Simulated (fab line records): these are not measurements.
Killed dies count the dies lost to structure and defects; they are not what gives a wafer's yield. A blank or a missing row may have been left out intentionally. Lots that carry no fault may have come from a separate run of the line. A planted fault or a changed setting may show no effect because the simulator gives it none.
Problem report, 8D (eight disciplines) form, completed by code + flow gf180mcu + the parts of the form that need people (team, actions taken, sign-off) are left out

1. THE PROBLEM
Mean of spin_speed_rpm at GF_VT_IMPLANT_COAT_13: 3128.5 rpm across 6 wafers in 2 lots; on wafers with no fault it is 2999.7 rpm (standard deviation 2.4). That puts it +54 standard deviations away from the usual mean.
The step: resist thk 1000 nm.
Seen first at day 10 15:18 on litho_track-01, wafer L854.2. The record holds 36 wafers of 12 lots with a number at this step. The rule behind "out" and "out of limits": a value lying over 4 standard deviations away from the usual mean. The rest of the wafers with a number are treated as sound.

2. WHAT THIS IS AND IS NOT
| question                    | is                     | is not                                                              |
|-----------------------------|------------------------|---------------------------------------------------------------------|
| which readings at this step | spin_speed_rpm         | exhaust_pa                                                          |
| which lots                  | L854, L857             | L836, L839, L841, L842, L843, L845, L846, L847, L849, L859          |
| which wafers of those lots  | all that have a number | -                                                                   |
| read on which tools         | litho_track-01         | litho_track-03, litho_track-04                                      |
| when                        | from day 10 15:18      | up to then (27 sound wafers); but 3 sound wafers of L859 came after |

3. WHAT RULES OUT EACH SUSPECT
Counting: a tool at any process step up to the reading remains a suspect when it ran all the lots that are out and ran no sound lot after the first of those.
- litho_track-01 at GF_VT_IMPLANT_COAT_13 (resist thk 1000 nm): kept. Every lot that is out went through it, starting with L854 (day 10 15:18), and after that it ran no sound lot; the last sound lot it ran before then is L847 (day 8 18:45). Out on those wafers are its own readings of spin_speed_rpm.
The count leaves litho_track-01 at GF_VT_IMPLANT_COAT_13.

4. THE CAUSE (what the simulator had put in)
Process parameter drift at GF_VT_IMPLANT_COAT_13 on litho_track-01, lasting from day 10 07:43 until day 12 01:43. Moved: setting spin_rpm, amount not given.
Only this tool survived the counting.

5. THE EFFECT CHAIN, in route order
Each row: a reading where the mean over the struck wafers with a number is more than 3 standard deviations away from the usual. Only readings whose record carries a usual standard deviation are examined. hours: median over the lots of the time between each lot's start at the first step of this table that gives one and its start at this step. sigmas: the change, counted in usual standard deviations.
| hours | step                   | reading                  | usual      | on struck wafers | change | sigmas |
|-------|------------------------|--------------------------|------------|------------------|--------|--------|
| 0     | GF_VT_IMPLANT_COAT_13  | spin_speed_rpm           | 2999.7 rpm | 3128.5           | +128.8 | +54    |
| 9     | GF_VT_IMPLANT_STRIP_20 | strip_time_to_endpoint_s | 12.64 s    | 12.41            | -0.23  | -6.5   |
It contains these process steps:
- GF_VT_IMPLANT_COAT_13: resist thk 1000 nm.
- GF_VT_IMPLANT_STRIP_20: strips in O2/N2.
At these later measuring or inspecting steps, every struck wafer for which the step has a row has a number for every such reading, and none has moved that far: GF_V2_BOW_MEAS_05, GF_V3_THK_MEAS_03.

6. WHAT WOULD HAVE CAUGHT IT SOONER
First out-of-limits reading in this record: day 10 15:18, which is 8 hours after fault onset at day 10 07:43.
